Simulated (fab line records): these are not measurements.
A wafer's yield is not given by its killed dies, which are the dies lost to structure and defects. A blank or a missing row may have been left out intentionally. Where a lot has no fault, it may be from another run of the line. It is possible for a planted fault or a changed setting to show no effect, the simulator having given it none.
The same fault as seen by 2 desks / flow gf180mcu / only its own numbers are on each desk; what lay behind them is given at the end

DESK OF THE TOOL OWNER: implanter-04
GF_HV_LDD_IMPLANT_09, tool's own readings: per-lot mean of the sampled wafers with a number, covering each lot this tool ran. Marked OUT: a lot whose mean sits more than 4 standard deviations from the usual mean, which makes it out of limits; the brackets give that distance.
Columns: A = beam_energy_keV at GF_HV_LDD_IMPLANT_09, usual 40.000; B = faraday_current_uA at GF_HV_LDD_IMPLANT_09, usual 564
lot=L331; first seen here=day 9 23:25; A=39.995; B=563
lot=L336; first seen here=day 11 15:25; A=39.997; B=563
lot=L337; first seen here=day 12 00:12; A=40.005; B=566
lot=L339; first seen here=day 12 11:16; A=38.594 (-99 or more) OUT; B=569
lot=L342; first seen here=day 13 10:21; A=38.584 (-99 or more) OUT; B=568
lot=L351; first seen here=day 16 04:40; A=40.002; B=572
lot=L352; first seen here=day 16 11:54; A=39.999; B=558
This desk's verdict: out of limits on L339, L342, starting with L339 at day 12 11:16 (beam_energy_keV at GF_HV_LDD_IMPLANT_09). In limits: L331, L336, L337, L351, L352.

AT THE METROLOGY DESK
Means of the sampled wafers that have a number, per lot and without regard to the tool the lot ran on: this is what the gauges read. Marked OUT: a lot whose mean sits more than 4 standard deviations from the usual mean, which makes it out of limits; the brackets give that distance.
Columns: A = VT_IMPLANT_3_TW at GF_VT_IMPLANT_TW_MEAS_32, usual 268.1; B = POLY_GATE_OVL at GF_POLY_GATE_OVL_MEAS_11, usual 1 nm; C = cd_nm at GF_HV_LDD_CD_MEAS_31, usual 404.2 nm
lot=L331; first seen here=day 6 22:31; A=267.5; B=4; C=402.6
lot=L332; first seen here=day 7 03:19; A=265.3; B=-2; C=404.5
lot=L335; first seen here=day 8 00:38; A=267.7; B=14; C=404.9
lot=L336; first seen here=day 8 08:22; A=271.0; B=-4; C=406.0
lot=L337; first seen here=day 8 13:08; A=267.8; B=6; C=405.6
lot=L339; first seen here=day 9 02:47; A=269.7; B=6; C=402.9
lot=L342; first seen here=day 9 22:48; A=267.0; B=5; C=402.0
lot=L344; first seen here=day 10 07:08; A=266.9; B=-10; C=405.0
lot=L347; first seen here=day 11 03:21; A=267.1; B=6; C=401.7
lot=L349; first seen here=day 11 20:36; A=266.7; B=-5; C=408.9
lot=L350; first seen here=day 12 03:08; A=268.3; B=-3; C=401.5
lot=L351; first seen here=day 12 09:21; A=268.8; B=4; C=408.0
lot=L352; first seen here=day 12 16:45; A=269.0; B=2; C=401.8
lot=L353; first seen here=day 12 20:34; A=267.8; B=0; C=404.8
This desk's verdict: no lot among the 14 shows anything out of limits.

BROUGHT TOGETHER
The tool owner's desk had the chance to raise an alarm at day 12 11:16 on L339, L342.
The metrology desk saw nothing out of limits.
The metrology desk has L339, L342 on record, within its limits.
The lots listed all ran GF_HV_LDD_IMPLANT_09 on implanter-04.

WHAT WAS PUT IN BY THE SIMULATOR
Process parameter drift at GF_HV_LDD_IMPLANT_09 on implanter-04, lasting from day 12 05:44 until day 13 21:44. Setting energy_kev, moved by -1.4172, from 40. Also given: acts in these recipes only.
Lots struck among those shown: L339, L342.
Hours from the fault's start to each desk's first reading out of limits: the tool owner's desk, 6.
